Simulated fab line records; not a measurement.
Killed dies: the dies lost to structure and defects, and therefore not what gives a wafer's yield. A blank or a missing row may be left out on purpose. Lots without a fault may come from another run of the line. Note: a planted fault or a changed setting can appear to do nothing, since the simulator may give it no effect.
fab line records | flow gf180mcu | part 1 of 2: steps 1 to 43 of 44
record lots=7 wafers=21 lastDay=34
route steps=602 shown MVSD@74 MVPSD@78 VT_IMPLANT@90 PASSIVATION@602
lots with no fault: from the same line, run without faults
startH: the number of hours between the record's first day and the start of the first shown wafer of the lot | waitH: time in hours since the lot's previous step | " same as the row above | L1.1+2: a row that stands for several wafers | - no value, or no start was given | * or withheld: withheld | < > ~ a bound
route shown NAME@n: names a module that has steps shown in the file, with the first one's number in the route | usual: the fault-free wafers' mean and standard deviation | same: alike in all rows | chamber/n: place in a boat | sites: per-site readings | _std_site: standard deviation across them | _edge_site: mean of outer sites minus mean of inner sites | radiusMm: for every site, how far away it sits from the centre of the wafer | mask NAME#n: copy n | behind: the tool/chamber that last shaped the wafer | hold: why the lot was held/for how many hours/how that ended | device: which transistor (n, p or np) failed to switch | end of line: the tests these same wafers got at the end of their route | where a step has no rows: the recipe by itself | killed: the dies lost at the first sort to structure and to defects; this is not the yield of the wafer | map: per-die view of a wafer (x killed, . not killed, _ where there is no die)
set.NAME: the setting that was run; set.NAME@STEP: the one run at that earlier step | model.NAME: the simulator's own value behind a step, which no gauge read
lots at some steps of the route; a table a step, a row a wafer
services: the hour from which a tool's chamber was out of use, counted from the record's first day as startH (under 0 if before that day), plus the number of hours and why
## steps
# step GF_MVSD_IMPLANT_08
# recipe species=P energyKev=400 doseCm2=1.6e+13 tiltDeg=0
# step GF_MVSD_IMPLANT_09
# recipe species=P energyKev=100 doseCm2=5e+12 tiltDeg=0
# step GF_MVSD_STRIP_10
# recipe chemistry=O2/N2 powerW=1400 pressureMtorr=1500 platenTempC=250 o2FlowSccm=3000 n2FlowSccm=300 overashFraction=0.5
# usual drypumpMotorCurrentA=5.91/0.27 heaterPowerW=348/31 n2FlowSccm=300.0/0.88 o2FlowSccm=2999/8.5 oesProductAu=0.723/0.0045 stripTimeToEndpointS=36.96/0.1
# columns lot.wafer tool chamber startH waitH drypumpMotorCurrentA heaterPowerW n2FlowSccm o2FlowSccm oesProductAu rfHoursCounterH stripTimeToEndpointS
L532.1 plasmaAsher-02 0 116.41 0.1 6.13 305 300.0 2991 0.719 50 37.11
L532.3 " 1 " " 5.62 385 300.2 2994 0.725 - 37.04
L532.6 " 0 " " 6.14 297 300.8 2999 0.726 - 37.03
L541.1 plasmaAsher-02 0 172.94 0.1 6.15 302 299.6 2993 0.714 56 36.96
L541.4 " 1 " " 5.62 378 301.1 2993 0.719 - 36.98
L541.5 " 1 " " 5.61 376 299.0 2980 0.725 - 36.90
L543.3 plasmaAsher-02 1 185.44 0.1 5.63 377 301.0 2987 0.729 - 36.84
L543.4 " 0 " " 6.12 299 300.5 2991 0.723 - 36.88
L543.6 " 1 " " 5.62 375 300.0 2986 0.727 - 36.98
L545.1 plasmaAsher-03 1 192.71 0.1 6.24 351 299.3 2996 0.726 34 37.10
L545.4 " 0 " " 5.73 354 299.7 3005 0.730 - 37.22
L545.6 " 1 " " 6.25 360 300.3 2997 0.726 - 37.11
L546.1 plasmaAsher-03 1 199.46 0.1 6.28 353 299.8 3013 0.720 35 36.93
L546.3 " 1 " " 6.29 354 300.8 3000 0.719 - 37.12
L546.6 " 0 " " 5.69 356 300.5 3016 0.728 - 36.99
L548.1 plasmaAsher-02 0 213.06 0.1 6.13 301 297.4 3000 0.725 60 36.94
L548.4 " 0 " " 6.13 303 300.4 3001 0.716 - 36.81
L548.6 " 1 " " 5.62 373 300.4 2988 0.720 - 36.85
L549.2 plasmaAsher-03 0 216.91 0.1 5.74 370 300.3 3001 0.716 36 37.03
L549.3 " 0 " " 5.70 356 300.4 2986 0.725 - 36.94
L549.4 " 1 " " 6.29 355 298.8 2991 0.720 - 36.90
# step GF_MVSD_TW_MEAS_11
# usual MVSD_TW=1572/11
# columns lot.wafer tool chamber startH waitH MVSD_TW
L532.1 filmMetro-02 - 116.51 0.1 1569
L532.3 " - " " 1566
L532.6 " - " " 1574
L541.1 filmMetro-02 - 173.04 0.1 1576
L541.4 " - " " 1582
L541.5 " - " " 1569
L543.3 filmMetro-04 - 185.53 0.1 1587
L543.4 " - " " 1590
L543.6 " - " " 1584
L545.1 filmMetro-02 - 192.81 0.1 1558
L545.4 " - " " 1560
L545.6 " - " " 1558
L546.1 filmMetro-02 - 199.56 0.1 1561
L546.3 " - " " 1558
L546.6 " - " " 1555
L548.1 filmMetro-04 - 213.16 0.1 1585
L548.4 " - " " 1587
L548.6 " - " " 1593
L549.2 filmMetro-04 - 217.56 0.6 1567
L549.3 " - " " 1579
L549.4 " - " " 1572
# step GF_MVPSD_DEHYDRATE_00
# recipe tempC=200 timeS=60
# step GF_MVPSD_HMDS_01
# recipe primeTimeS=60 primeTempC=120
# step GF_MVPSD_COAT_02
# recipe spinRpm=2000 resistThkNm=3000
# step GF_MVPSD_SOFTBAKE_03
# recipe tempC=110 timeS=withheld
# step GF_MVPSD_EXPOSE_04
# recipe maskId=MVPSD targetCdNm=1000 na=0.6 sourceShape=conventional sigmaOuter=0.6 doseMj=260
# step GF_MVPSD_PEB_05
# recipe tempC=115 timeS=withheld
# step GF_MVPSD_DEVELOP_06
# recipe wallAngleDeg=90 developTimeS=60 devTempC=23
# step GF_MVPSD_OVL_MEAS_07
# usual MVPSD_OVL=-0.5/1.3
# columns lot.wafer tool chamber startH waitH MVPSD_OVL[nm]
L532.1 overlay-02 - 131.32 - -2.5
L532.3 " - " " -0.6
L532.6 " - " " -2.4
L541.1 overlay-02 - 189.92 - 1.2
L541.4 " - " " 1.5
L541.5 " - " " 0.3
L543.3 overlay-01 - 201.81 - -1.3
L543.4 " - " " -3.4
L543.6 " - " " -0.8
L545.1 overlay-01 - 210.05 - -1.7
L545.4 " - " " -1.3
L545.6 " - " " -1.3
L546.1 overlay-01 - 217.22 - -0.4
L546.3 " - " " -0.8
L546.6 " - " " -0.7
L548.1 overlay-01 - 230.02 - -0.5
L548.4 " - " " -0.8
L548.6 " - " " 0.5
L549.2 overlay-01 - 235.71 - -1.2
L549.3 " - " " -0.9
L549.4 " - " " -1.7
# step GF_MVPSD_IMPLANT_08
# recipe species=B energyKev=170 doseCm2=1.5e+13 tiltDeg=0
# usual doseIonsCm2=1.4998e+13/1.6e+10 faradayCurrentUA=84.9/1.6
# columns lot.wafer tool chamber startH waitH doseIonsCm2 faradayCurrentUA
L532.1 implanter-02 0 131.36 0.0 1.4979e+13 85.3
L532.3 " 0 " " 1.5034e+13 86.8
L532.6 " 0 " " 1.503e+13 84.9
L541.1 implanter-02 0 189.96 0.0 1.4993e+13 83.7
L541.4 " 0 " " 1.502e+13 82.2
L541.5 " 0 " " 1.5001e+13 84.2
L543.3 implanter-02 0 201.89 0.1 1.7326e+13 100.3
L543.4 " 0 " " 1.7309e+13 99.3
L543.6 " 0 " " 1.7317e+13 97.4
L545.1 implanter-02 0 210.09 0.0 1.7308e+13 95.0
L545.4 " 0 " " 1.7313e+13 96.4
L545.6 " 0 " " 1.7326e+13 98.8
L546.1 implanter-02 0 217.26 0.0 1.732e+13 97.0
L546.3 " 0 " " 1.7318e+13 100.8
L546.6 " 0 " " 1.7324e+13 99.4
L548.1 implanter-01 0 230.06 0.0 1.5e+13 83.1
L548.4 " 0 " " 1.4988e+13 85.7
L548.6 " 0 " " 1.496e+13 85.8
L549.2 implanter-01 0 235.76 0.0 1.499e+13 85.8
L549.3 " 0 " " 1.5002e+13 88.3
L549.4 " 0 " " 1.4981e+13 87.6
# step GF_MVPSD_IMPLANT_09
# recipe species=B energyKev=40 doseCm2=5e+12 tiltDeg=0
# step GF_MVPSD_STRIP_10
# recipe chemistry=O2/N2 powerW=1400 pressureMtorr=1500 platenTempC=250 o2FlowSccm=3000 n2FlowSccm=300 overashFraction=0.5
# usual drypumpMotorCurrentA=5.99/0.27 heaterPowerW=361/12 n2FlowSccm=299.9/0.74 o2FlowSccm=3001/8.3 oesProductAu=0.722/0.0042 stripTimeToEndpointS=36.98/0.11
# columns lot.wafer tool chamber startH waitH drypumpMotorCurrentA heaterPowerW n2FlowSccm o2FlowSccm oesProductAu rfHoursCounterH stripTimeToEndpointS
L532.1 plasmaAsher-04 1 131.66 0.1 5.57 365 298.7 2995 0.722 1 37.12
L532.3 " 1 " " 5.59 362 299.7 2995 0.727 - 36.96
L532.6 " 0 " " 6.15 391 299.4 3004 0.717 - 37.17
L541.1 plasmaAsher-01 1 190.26 0.1 6.29 364 299.7 3000 0.720 54 36.84
L541.4 " 0 " " 5.97 364 300.2 3004 0.729 - 36.89
L541.5 " 0 " " 5.98 375 299.7 3011 0.712 - 36.90
L543.3 plasmaAsher-03 0 202.17 0.1 5.71 352 300.0 3013 0.729 - 37.18
L543.4 " 1 " " 6.26 341 300.0 2995 0.723 - 37.19
L543.6 " 0 " " 5.70 357 299.6 3016 0.718 - 37.16
L545.1 plasmaAsher-04 1 210.39 0.1 5.57 361 299.2 3001 0.716 10 36.73
L545.4 " 1 " " 5.56 363 300.8 3000 0.718 - 36.73
L545.6 " 1 " " 5.58 361 300.3 2999 0.719 - 36.77
L546.1 plasmaAsher-03 0 217.56 0.1 5.73 362 299.1 2992 0.726 36 37.20
L546.3 " 1 " " 6.29 349 299.7 3007 0.724 - 37.06
L546.6 " 1 " " 6.26 353 300.2 3004 0.722 - 37.14
L548.1 plasmaAsher-01 1 230.36 0.1 6.29 360 299.3 2991 0.723 59 36.97
L548.4 " 0 " " 5.97 377 299.4 3000 0.722 - 37.07
L548.6 " 1 " " 6.28 365 299.7 3012 0.720 - 36.97
L549.2 plasmaAsher-01 0 236.04 0.1 5.99 370 300.4 3002 0.718 59 36.93
L549.3 " 0 " " 5.97 370 300.7 3000 0.718 - 36.94
L549.4 " 1 " " 6.31 362 300.7 3001 0.720 - 36.93
# step GF_MVPSD_TW_MEAS_11
# usual MVPSD_TW=552/4.2
# columns lot.wafer tool chamber startH waitH MVPSD_TW
L532.1 filmMetro-01 - 131.76 0.1 547
L532.3 " - " " 545
L532.6 " - " " 545
L541.1 filmMetro-02 - 190.36 0.1 549
L541.4 " - " " 550
L541.5 " - " " 554
L543.3 filmMetro-04 - 202.26 0.1 578
L543.4 " - " " 578
L543.6 " - " " 581
L545.1 filmMetro-04 - 210.49 0.1 576
L545.4 " - " " 578
L545.6 " - " " 580
L546.1 filmMetro-04 - 217.66 0.1 571
L546.3 " - " " 574
L546.6 " - " " 576
L548.1 filmMetro-04 - 230.46 0.1 551
L548.4 " - " " 552
L548.6 " - " " 552
L549.2 filmMetro-04 - 236.15 0.1 553
L549.3 " - " " 555
L549.4 " - " " 551
# step GF_VT_IMPLANT_DEHYDRATE_00
# recipe tempC=200 timeS=60
# step GF_VT_IMPLANT_HMDS_01
# recipe primeTimeS=60 primeTempC=120
# step GF_VT_IMPLANT_COAT_02
# recipe resist=NOVOLAK spinRpm=3000 resistThkNm=1000
# step GF_VT_IMPLANT_SOFTBAKE_03
# recipe tempC=90 timeS=60 resist=NOVOLAK
# step GF_VT_IMPLANT_EXPOSE_04
# recipe maskId=LVPWELL_LV_AREA targetCdNm=600 na=0.6 sourceShape=conventional sigmaOuter=0.6 doseMj=140
# step GF_VT_IMPLANT_PEB_05
# recipe tempC=withheld timeS=* resist=NOVOLAK
# step GF_VT_IMPLANT_DEVELOP_06
# recipe developTimeS=60 devTempC=23
# step GF_VT_IMPLANT_OVL_MEAS_07
# usual VT_IMPLANT_OVL=-0.4/1.4
# columns lot.wafer tool chamber startH waitH VT_IMPLANT_OVL[nm]
L532.1 overlay-02 - 147.05 0.1 -1.0
L532.3 " - " " -2.2
L532.6 " - " " -0.5
L541.1 overlay-02 - 207.85 0.1 -0.9
L541.4 " - " " -2.0
L541.5 " - " " -0.5
L543.3 overlay-02 - 219.55 0.1 -0.8
L543.4 " - " " -0.5
L543.6 " - " " -0.6
L545.1 overlay-01 - 227.80 0.1 -0.5
L545.4 " - " " -3.6
L545.6 " - " " -3.2
L546.1 overlay-01 - 235.37 0.1 2.1
L546.3 " - " " -0.4
L546.6 " - " " 0.7
L548.1 overlay-01 - 248.92 0.1 -0.2
L548.4 " - " " 0.5
L548.6 " - " " -1.5
L549.2 overlay-01 - 254.76 0.1 -2.8
L549.3 " - " " -2.4
L549.4 " - " " -3.6
# step GF_VT_IMPLANT_IMPLANT_08
# recipe species=BF2 energyKev=20 doseCm2=8.29e+12 tiltDeg=7
# step GF_VT_IMPLANT_STRIP_09
# recipe chemistry=O2/N2 powerW=1400 pressureMtorr=1500 platenTempC=250 o2FlowSccm=3000 n2FlowSccm=300 overashFraction=0.5
# usual drypumpMotorCurrentA=5.91/0.27 heaterPowerW=360/30 n2FlowSccm=300.0/0.89 o2FlowSccm=3000/9.4 oesProductAu=0.717/0.0049 stripTimeToEndpointS=12.61/0.031
# columns lot.wafer tool chamber startH waitH drypumpMotorCurrentA heaterPowerW n2FlowSccm o2FlowSccm oesProductAu rfHoursCounterH stripTimeToEndpointS
L532.1 plasmaAsher-02 0 147.24 0.1 6.16 307 297.6 2992 0.709 53 12.65
L532.3 " 0 " " 6.15 295 300.7 2994 0.713 - 12.62
L532.6 " 1 " " 5.63 373 299.5 2983 0.730 - 12.67
L541.1 plasmaAsher-01 1 208.04 0.1 6.31 359 299.5 3002 0.721 56 12.58
L541.4 " 0 " " 5.97 364 300.4 3002 0.716 - 12.59
L541.5 " 1 " " 6.32 369 300.9 2987 0.716 - 12.59
L543.3 plasmaAsher-04 0 219.76 0.1 6.13 385 298.9 3009 0.715 - 12.57
L543.4 " 1 " " 5.60 365 300.6 3007 0.728 - 12.59
L543.6 " 0 " " 6.12 403 299.3 3014 0.718 - 12.61
L545.1 plasmaAsher-02 1 227.99 0.1 5.62 376 299.2 3006 0.712 62 12.63
L545.4 " 1 " " 5.62 368 300.3 2983 0.716 - 12.63
L545.6 " 0 " " 6.16 310 299.7 2995 0.717 - 12.65
L546.1 plasmaAsher-02 0 235.56 0.1 6.16 296 300.7 3006 0.720 62 12.59
L546.3 " 1 " " 5.64 382 301.3 3003 0.717 - 12.61
L546.6 " 0 " " 6.12 303 300.3 3008 0.712 - 12.57
L548.1 plasmaAsher-02 0 249.11 0.1 6.13 294 299.6 3002 0.724 64 12.62
L548.4 " 0 " " 6.12 302 299.9 3001 0.713 - 12.62
L548.6 " 0 " " 6.14 299 300.6 2996 0.722 - 12.61
L549.2 plasmaAsher-02 1 254.94 0.1 5.61 376 298.9 2993 0.710 64 12.67
L549.3 " 1 " " 5.63 377 301.3 3024 0.718 - 12.63
L549.4 " 0 " " 6.12 298 300.8 2989 0.711 - 12.65
# step GF_VT_IMPLANT_TW_MEAS_10
# usual VT_IMPLANT_TW=561/4.3
# columns lot.wafer tool chamber startH waitH VT_IMPLANT_TW
L532.1 filmMetro-03 - 147.34 0.1 560
L532.3 " - " " 559
L532.6 " - " " 559
L541.1 filmMetro-03 - 208.14 0.1 555
L541.4 " - " " 558
L541.5 " - " " 559
L543.3 filmMetro-03 - 219.84 0.1 564
L543.4 " - " " 560
L543.6 " - " " 560
L545.1 filmMetro-03 - 228.09 0.1 561
L545.4 " - " " 558
L545.6 " - " " 559
L546.1 filmMetro-04 - 235.67 0.1 566
L546.3 " - " " 568
L546.6 " - " " 563
L548.1 filmMetro-03 - 249.21 0.1 560
L548.4 " - " " 563
L548.6 " - " " 561
L549.2 filmMetro-03 - 255.05 0.1 564
L549.3 " - " " 566
L549.4 " - " " 562
# step GF_VT_IMPLANT_DEHYDRATE_11
# recipe tempC=200 timeS=60
# step GF_VT_IMPLANT_HMDS_12
# recipe primeTimeS=60 primeTempC=120
# step GF_VT_IMPLANT_COAT_13
# recipe resist=NOVOLAK spinRpm=3000 resistThkNm=1000
# step GF_VT_IMPLANT_SOFTBAKE_14
# recipe tempC=90 timeS=60 resist=NOVOLAK
# step GF_VT_IMPLANT_EXPOSE_15
# recipe maskId=Nwell_LV_AREA targetCdNm=860 na=0.6 sourceShape=conventional sigmaOuter=0.6 doseMj=140
# step GF_VT_IMPLANT_PEB_16
# recipe tempC=withheld timeS=* resist=NOVOLAK
# step GF_VT_IMPLANT_DEVELOP_17
# recipe developTimeS=60 devTempC=23
# step GF_VT_IMPLANT_OVL_MEAS_18
# usual VT_IMPLANT_01_OVL=0.3/1.2
# columns lot.wafer tool chamber startH waitH VT_IMPLANT_01_OVL[nm]
L532.1 overlay-02 - 163.27 0.1 0.7
L532.3 " - " " 1.8
L532.6 " - " " 1.0
L541.1 overlay-01 - 225.65 0.1 2.3
L541.4 " - " " 0.7
L541.5 " - " " 2.3
L543.3 overlay-02 - 237.68 0.1 0.7
L543.4 " - " " -2.0
L543.6 " - " " 0.8
L545.1 overlay-01 - 246.47 0.1 0.7
L545.4 " - " " -0.7
L545.6 " - " " -0.6
L546.1 overlay-02 - 254.45 0.1 1.2
L546.3 " - " " -0.7
L546.6 " - " " 0.4
L548.1 overlay-01 - 268.20 0.1 0.7
L548.4 " - " " -1.3
L548.6 " - " " -0.2
L549.2 overlay-01 - 274.47 0.1 -1.4
L549.3 " - " " -3.4
L549.4 " - " " -0.5
# step GF_VT_IMPLANT_IMPLANT_19
# recipe species=As energyKev=100 doseCm2=4.35e+12 tiltDeg=7
# step GF_VT_IMPLANT_STRIP_20
# recipe chemistry=O2/N2 powerW=1400 pressureMtorr=1500 platenTempC=250 o2FlowSccm=3000 n2FlowSccm=300 overashFraction=0.5
# usual drypumpMotorCurrentA=6.00/0.25 heaterPowerW=360/26 n2FlowSccm=300.0/0.85 o2FlowSccm=2999/9 oesProductAu=0.716/0.0043 stripTimeToEndpointS=12.63/0.034
# columns lot.wafer tool chamber startH waitH drypumpMotorCurrentA heaterPowerW n2FlowSccm o2FlowSccm oesProductAu rfHoursCounterH stripTimeToEndpointS
L532.1 plasmaAsher-02 0 163.46 0.1 6.15 306 300.4 2995 0.714 55 12.58
L532.3 " 1 " " 5.64 378 298.2 2999 0.715 - 12.63
L532.6 " 1 " " 5.65 361 298.9 2999 0.715 - 12.63
L541.1 plasmaAsher-04 1 225.84 0.1 5.59 357 300.1 3018 0.712 12 12.65
L541.4 " 0 " " 6.13 383 300.0 2993 0.711 - 12.66
L541.5 " 1 " " 5.59 358 299.4 3001 0.719 - 12.66
L543.3 plasmaAsher-01 1 237.89 0.1 6.27 364 299.6 2989 0.717 - 12.67
L543.4 " 0 " " 5.95 366 298.4 2995 0.720 - 12.63
L543.6 " 0 " " 5.96 370 299.5 2998 0.712 - 12.64
L545.1 plasmaAsher-04 1 246.66 0.1 5.58 366 300.3 3004 0.715 14 12.67
L545.4 " 0 " " 6.16 376 299.3 2996 0.717 - 12.65
L545.6 " 1 " " 5.58 358 300.4 2995 0.717 - 12.63
L546.1 plasmaAsher-02 1 254.64 0.1 5.63 372 300.7 2995 0.712 64 12.61
L546.3 " 0 " " 6.12 302 300.2 2997 0.711 - 12.63
L546.6 " 0 " " 6.13 299 299.8 2997 0.712 - 12.61
L548.1 plasmaAsher-01 1 268.39 0.1 6.26 354 299.6 3011 0.717 63 12.58
L548.4 " 0 " " 5.95 384 300.9 3008 0.723 - 12.55
L548.6 " 0 " " 5.98 372 300.5 3002 0.713 - 12.61
L549.2 plasmaAsher-01 0 274.65 0.1 5.96 376 299.7 2985 0.722 64 12.64
L549.3 " 1 " " 6.27 358 300.9 3011 0.713 - 12.66
L549.4 " 0 " " 5.96 371 299.2 2986 0.719 - 12.62
# step GF_VT_IMPLANT_TW_MEAS_21
# usual VT_IMPLANT_2_TW=1208/9.3
# columns lot.wafer tool chamber startH waitH VT_IMPLANT_2_TW
L532.1 filmMetro-03 - 163.56 0.1 1206
L532.3 " - " " 1207
L532.6 " - " " 1206
L541.1 filmMetro-03 - 225.94 0.1 1208
L541.4 " - " " 1216
L541.5 " - " " 1215
L543.3 filmMetro-03 - 237.98 0.1 1208
L543.4 " - " " 1207
L543.6 " - " " 1212
L545.1 filmMetro-04 - 246.76 0.1 1212
L545.4 " - " " 1212
L545.6 " - " " 1216
L546.1 filmMetro-03 - 254.74 0.1 1202
L546.3 " - " " 1209
L546.6 " - " " 1213
L548.1 filmMetro-03 - 268.49 0.1 1204
L548.4 " - " " 1202
L548.6 " - " " 1202
L549.2 filmMetro-03 - 274.76 0.1 1199
L549.3 " - " " 1199
L549.4 " - " " 1198
# step GF_VT_IMPLANT_DEHYDRATE_22
# recipe tempC=200 timeS=60
# step GF_VT_IMPLANT_HMDS_23
# recipe primeTimeS=60 primeTempC=120
# step GF_VT_IMPLANT_COAT_24
# recipe resist=NOVOLAK spinRpm=3000 resistThkNm=1000
# step GF_VT_IMPLANT_SOFTBAKE_25
# recipe tempC=90 timeS=60 resist=NOVOLAK
# step GF_VT_IMPLANT_RS_MEAS_49
# recipe thkMeasGauge=four-point-probe
# usual MVPSD_RS=1171/3.3
# columns lot.wafer tool chamber startH waitH MVPSD_RS[ohm/sq]
L532.1 filmMetro-01 - 197.16 0.1 1168
L532.3 " - " " 1163
L532.6 " - " " 1168
L541.1 filmMetro-04 - 263.67 0.1 1169
L541.4 " - " " 1170
L541.5 " - " " 1167
L543.3 filmMetro-02 - 276.30 0.1 1085
L543.4 " - " " 1083
L543.6 " - " " 1086
L545.1 filmMetro-02 - 285.77 0.1 1085
L545.4 " - " " 1089
L545.6 " - " " 1087
L546.1 filmMetro-02 - 293.19 0.1 1091
L546.3 " - " " 1088
L546.6 " - " " 1088
L548.1 filmMetro-04 - 308.04 0.1 1176
L548.4 " - " " 1177
L548.6 " - " " 1177
L549.2 filmMetro-04 - 314.88 0.1 1173
L549.3 " - " " 1170
L549.4 " - " " 1172
## key
firstSign step=GF_MVPSD_IMPLANT_08 reading=doseIonsCm2 direction=up sigmas=99+ usual=1.4998e+13 struck=1.7318e+13
effect step=GF_MVPSD_IMPLANT_08 reading=faradayCurrentUA direction=up sigmas=8.5 usual=84.9 struck=98.3
effect step=GF_MVPSD_TW_MEAS_11 reading=MVPSD_TW direction=up sigmas=5.9 usual=552 struck=577
effect step=GF_VT_IMPLANT_RS_MEAS_49 reading=MVPSD_RS direction=down sigmas=26 usual=1171 struck=1087
modelEffect step=GF_PASSIVATION_PROBE_99 value=etest.ldpmos_10p0.rOnOhmUm without=1.107e+04 struck=1.078e+04
metAt GF_MVPSD_IMPLANT_08
struckWafers L543.3,L543.4,L543.6,L545.1,L545.4,L545.6,L546.1,L546.3,L546.6
testerLeftOut L543,L545,L546
onsetBetween 189.96 201.89
fault kind=processParameterDrift tool=implanter-02 chamber=- onsetH=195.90 steps=GF_MVPSD_IMPLANT_08 channel=doseCm2 offset=2.332e+12 shape=step endH=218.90 actsIn=theseRecipesOnly stated=1.5e+13
# testerLeftOut: of these lots the tester's yield and bins aren't shown, on N5 and GAA mostly nor the transistor test; their killed dies are dies lost to structure and defects alone, not to doping, threshold or leakage, so they don't give the yield
